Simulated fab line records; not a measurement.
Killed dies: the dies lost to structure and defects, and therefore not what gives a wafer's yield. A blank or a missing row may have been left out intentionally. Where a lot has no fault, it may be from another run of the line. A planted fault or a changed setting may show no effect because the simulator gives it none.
Which of the tools did it? | flow gf180mcu | 17 wafers from 6 lots sampled at 4 of the route's 602 steps

## WHAT EACH GAUGE READ, for each wafer
GF_HV_LDD_RS_MEAS_53: a four-point-probe measurement.
lot  | measured     | on            | HV_LDD_RS (ohm/sq)
L428 | day 13 04:57 | film metro-03 | 418.0 417.5 418.9
L430 | day 13 22:37 | film metro-01 | 418.3 417.7 419.4
L433 | day 14 17:06 | film metro-01 | 440.2 440.9
L441 | day 17 19:22 | film metro-03 | 419.4 419.9 419.2
L443 | day 18 14:58 | film metro-02 | 416.1 417.1 418.4
L445 | day 19 08:34 | film metro-03 | 418.4 419.5 418.6

## EACH LOT AND THE TOOL THAT RAN IT (in order: tool; ch and the chambers of the sampled wafers; start)
lot  | GF_POLY_GATE_ETCH_13             | GF_HV_LDD_IMPLANT_09            | GF_HV_LDD_STRIP_37
L428 | rie si-02 ch 0,2, day 10 03:17   | implanter-01 ch 0, day 10 21:47 | plasma asher-04 ch 0,1, day 12 10:01
L430 | rie si-01 ch 0,1,3, day 10 16:24 | implanter-04 ch 0, day 11 11:56 | plasma asher-02 ch 0,1, day 13 02:29
L433 | rie si-01 ch 2,3, day 11 08:21   | implanter-01 ch 0, day 12 03:55 | plasma asher-04 ch 0,1, day 13 19:53
L441 | rie si-02 ch 1,2,3, day 13 19:14 | implanter-03 ch 0, day 14 19:38 | plasma asher-01 ch 0,1, day 16 18:05
L443 | rie si-02 ch 1,2,3, day 14 13:45 | implanter-01 ch 0, day 15 12:53 | plasma asher-01 ch 0,1, day 17 13:20
L445 | rie si-01 ch 0,1, day 15 05:21   | implanter-01 ch 0, day 16 05:08 | plasma asher-01 ch 0,1, day 18 07:01
- GF_POLY_GATE_ETCH_13: etches poly-Si in HBr/Cl2, stops on SiO2, target depth 198.5 nm, time 69.6 s.
- GF_HV_LDD_IMPLANT_09
- GF_HV_LDD_STRIP_37: strips in O2/N2.

## THE ANSWER, worked out from the rows above alone
Rule: the usual values come from the lots themselves. Put in order of their means at a reading, lots are off if they are a third of the lots or fewer, leave a main group of 4 or more, and stand apart from it by a gap of 3 or more times the standard deviation of the main group's means; of several such gaps the widest counts. A main group is skipped when, at the precision printed for the reading in the tables above, its means are all equal. A lot without any number at a reading at which 4 lots or more have one is off too. Where the step has rows for the other lots, those lots are counted as sound.
Off: at GF_HV_LDD_RS_MEAS_53 (HV_LDD_RS), L433. The main group has a mean of 418.4 ohm/sq with a standard deviation of 0.76.
A tool fits if, at a process step before that reading, it ran every lot that is off, and no sound lot after the first of them. The gauges at GF_HV_LDD_RS_MEAS_53 are tried like those tools. This does not decide it: 2 tools fit, namely plasma asher-04 at GF_HV_LDD_STRIP_37 and film metro-01 at GF_HV_LDD_RS_MEAS_53.

## WHAT WAS PUT IN BY THE SIMULATOR
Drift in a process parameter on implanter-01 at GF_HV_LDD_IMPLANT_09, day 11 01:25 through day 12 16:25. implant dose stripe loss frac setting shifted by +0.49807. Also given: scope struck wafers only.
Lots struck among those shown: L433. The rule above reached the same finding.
